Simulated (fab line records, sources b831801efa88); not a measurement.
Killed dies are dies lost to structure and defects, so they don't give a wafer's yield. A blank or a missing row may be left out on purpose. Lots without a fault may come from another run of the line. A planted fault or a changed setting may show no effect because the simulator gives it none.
Which tool did it? | flow sky130 | 10 lots, 30 wafers sampled, at 6 steps of a route of 708

WHAT THE GAUGES READ, wafer by wafer
SKY_VIA3_CD_MEAS_12: target cd 200 nm.
lot  | measured     | on        | cd_nm (nm)
L781 | day 39 18:32 | cd_sem-02 | 200.7 199.8 200.9
L785 | day 41 15:53 | cd_sem-02 | 196.9 195.5 195.8
L786 | day 41 23:11 | cd_sem-02 | 201.7 201.2 200.4
L787 | day 42 08:00 | cd_sem-02 | 200.9 201.2 202.2
L789 | day 42 22:25 | cd_sem-02 | 202.0 201.8 201.0
L795 | day 44 07:26 | cd_sem-01 | 199.3 199.7 197.7
L796 | day 44 11:05 | cd_sem-02 | 198.2 198.1 198.1
L801 | day 45 11:06 | cd_sem-01 | 202.8 203.0 202.2
L802 | day 45 22:11 | cd_sem-02 | 201.3 202.4 199.5
L804 | day 46 00:21 | cd_sem-01 | 201.2 201.2 200.3

SKY_VIA3_RS_MEAS_22: measures by four-point-probe.
lot  | measured     | on            | VIA3_W_RS (ohm/sq)
L781 | day 39 19:34 | film_metro-04 | 0.299 0.298 0.296
L785 | day 41 16:57 | film_metro-02 | 0.296 0.293 0.294
L786 | day 42 00:17 | film_metro-03 | 0.288 0.298 0.292
L787 | day 42 09:09 | film_metro-03 | 0.296 0.297 0.296
L789 | day 42 23:53 | film_metro-04 | 0.291 0.290 0.294
L795 | day 44 08:31 | film_metro-02 | 58.067 57.810 57.607
L796 | day 44 12:20 | film_metro-02 | 59.117 58.947 58.652
L801 | day 45 12:08 | film_metro-03 | 0.295 0.299 0.294
L802 | day 45 23:15 | film_metro-02 | 0.295 0.297 0.294
L804 | day 46 01:23 | film_metro-02 | 0.289 0.294 0.291

SKY_VIA3_THK_MEAS_23: measures by xrf.
lot  | measured     | on            | VIA3_W_THK (nm)
L781 | day 39 19:41 | film_metro-04 | 380 384 386
L785 | day 41 17:04 | film_metro-02 | 386 393 392
L786 | day 42 00:23 | film_metro-03 | 399 385 391
L787 | day 42 09:14 | film_metro-03 | 390 388 385
L789 | day 42 23:59 | film_metro-04 | 388 392 391
L795 | day 44 08:38 | film_metro-02 | <0 <0 <0
L796 | day 44 12:27 | film_metro-02 | <0 - <0
L801 | day 45 12:16 | film_metro-03 | 389 382 387
L802 | day 45 23:22 | film_metro-02 | 385 383 387
L804 | day 46 01:30 | film_metro-02 | 391 385 389

WHICH TOOL RAN EACH LOT (tool, then ch and the chambers of the sampled wafers, then the start)
lot  | SKY_METAL3_SPUTTER_03        | SKY_CAPM_STRIP_14                    | SKY_VIA3_CVD_21
L781 | pvd_sputter-01, day 36 11:22 | plasma_asher-02 ch 0,1, day 37 13:22 | cvd_w-01 ch 0,1, day 39 19:27
L785 | pvd_sputter-03, day 38 11:01 | plasma_asher-02 ch 0,1, day 39 12:43 | cvd_w-01 ch 0,1, day 41 16:50
L786 | pvd_sputter-02, day 38 20:15 | plasma_asher-04 ch 0,1, day 39 21:40 | cvd_w-02 ch 0,1, day 42 00:10
L787 | pvd_sputter-03, day 39 05:14 | plasma_asher-01 ch 0,1, day 40 06:16 | cvd_w-01 ch 0,1, day 42 09:01
L789 | pvd_sputter-03, day 39 20:41 | plasma_asher-01 ch 0,1, day 40 21:02 | cvd_w-02 ch 0,1, day 42 23:44
L795 | pvd_sputter-03, day 41 07:50 | plasma_asher-01 ch 0,1, day 42 07:40 | cvd_w-02 ch 0,1, day 44 08:23
L796 | pvd_sputter-02, day 41 12:08 | plasma_asher-02 ch 0,1, day 42 11:33 | cvd_w-01 ch 0, day 44 12:05
L801 | pvd_sputter-01, day 42 13:59 | plasma_asher-02 ch 0,1, day 43 13:10 | cvd_w-02 ch 0,1, day 45 12:01
L802 | pvd_sputter-03, day 43 01:35 | plasma_asher-02 ch 0,1, day 44 00:16 | cvd_w-02 ch 0, day 45 23:08
L804 | pvd_sputter-01, day 43 03:37 | plasma_asher-02 ch 0,1, day 44 02:07 | cvd_w-01 ch 0,1, day 46 01:15
- SKY_METAL3_SPUTTER_03: material Ti, target thk 5 nm, time 3.3 s.
- SKY_CAPM_STRIP_14: strips in O2/N2.
- SKY_VIA3_CVD_21: deposits W, target thk 390 nm, time 117.31 s.

WHAT THE TOOLS THEMSELVES READ (means of the sampled wafers that have a number; where no wafer has one, the mark that the record gives instead)
SKY_METAL3_SPUTTER_03.
lot  | tool           | throttle_valve_pct (%)
L781 | pvd_sputter-01 | 30.0
L785 | pvd_sputter-03 | 30.8
L786 | pvd_sputter-02 | 29.6
L787 | pvd_sputter-03 | 30.4
L789 | pvd_sputter-03 | 30.7
L795 | pvd_sputter-03 | 30.5
L796 | pvd_sputter-02 | 29.2
L801 | pvd_sputter-01 | 30.4
L802 | pvd_sputter-03 | 30.6
L804 | pvd_sputter-01 | 30.3

SKY_CAPM_STRIP_14.
lot  | tool            | drypump_motor_current_A (A) | n2_flow_sccm (sccm) | oes_product_au (a.u.) | strip_time_to_endpoint_s (s)
L781 | plasma_asher-02 | 5.76                        | 299.6               | 0.710                 | 12.64
L785 | plasma_asher-02 | 5.76                        | 299.8               | 0.710                 | 12.69
L786 | plasma_asher-04 | 5.75                        | 299.7               | 0.709                 | 12.70
L787 | plasma_asher-01 | 5.82                        | 300.0               | 0.711                 | 12.62
L789 | plasma_asher-01 | 5.81                        | 300.0               | 0.711                 | 12.64
L795 | plasma_asher-01 | 5.80                        | 299.5               | 0.710                 | 12.59
L796 | plasma_asher-02 | 5.66                        | 298.9               | 0.713                 | 12.65
L801 | plasma_asher-02 | 5.64                        | 299.5               | 0.713                 | 12.60
L802 | plasma_asher-02 | 5.67                        | 299.7               | 0.711                 | 12.62
L804 | plasma_asher-02 | 5.78                        | 300.0               | 0.709                 | 12.67

SKY_VIA3_CVD_21.
lot  | tool     | chamber_pressure_Torr (Torr) | heater_power_outer_w (W) | heater_power_w (W)
L781 | cvd_w-01 | 40.01                        | 563                      | 885
L785 | cvd_w-01 | 40.08                        | 562                      | 907
L786 | cvd_w-02 | 40.04                        | 563                      | 892
L787 | cvd_w-01 | 39.99                        | 560                      | 902
L789 | cvd_w-02 | 39.99                        | 563                      | 888
L795 | cvd_w-02 | -                            | -                        | -
L796 | cvd_w-01 | -                            | -                        | -
L801 | cvd_w-02 | 39.93                        | 561                      | 905
L802 | cvd_w-02 | 39.99                        | 530                      | 894
L804 | cvd_w-01 | 39.97                        | 548                      | 906

THE ANSWER, worked out from the rows above alone
Rule: what is usual is taken from the lots themselves. Put in order of their means at a reading, lots are off if they are a third of the lots or fewer, leave a main group of 4 or more, and stand apart from it by a gap of 3 or more times the standard deviation of the main group's means; of several such gaps the widest counts. A main group whose means are all the same, to the digits that the tables above print for the reading, isn't used. A lot without any number at a reading at which 4 lots or more have one is off too. The other lots that the step has rows for count as sound. The gauges are gone through in route order, then the tools' own readings, and for those a lot's mean is taken as printed above. The first step at which some lot is off is used, and at that step the reading that is off furthest; a lot without a number counts as furthest.
Off: L795, L796, at SKY_VIA3_RS_MEAS_22 (VIA3_W_RS). The main group: mean 0.294 ohm/sq, standard deviation 0.0022.
A tool fits if, at a process step before that reading, it ran every lot that is off, and no sound lot after the first of them. The gauges at SKY_VIA3_RS_MEAS_22 aren't tried: what is off there is off at SKY_VIA3_CVD_21 too, on other tools, and a gauge's error can't cause that. None of those tried fits.

WHAT THE SIMULATOR HAD PUT IN
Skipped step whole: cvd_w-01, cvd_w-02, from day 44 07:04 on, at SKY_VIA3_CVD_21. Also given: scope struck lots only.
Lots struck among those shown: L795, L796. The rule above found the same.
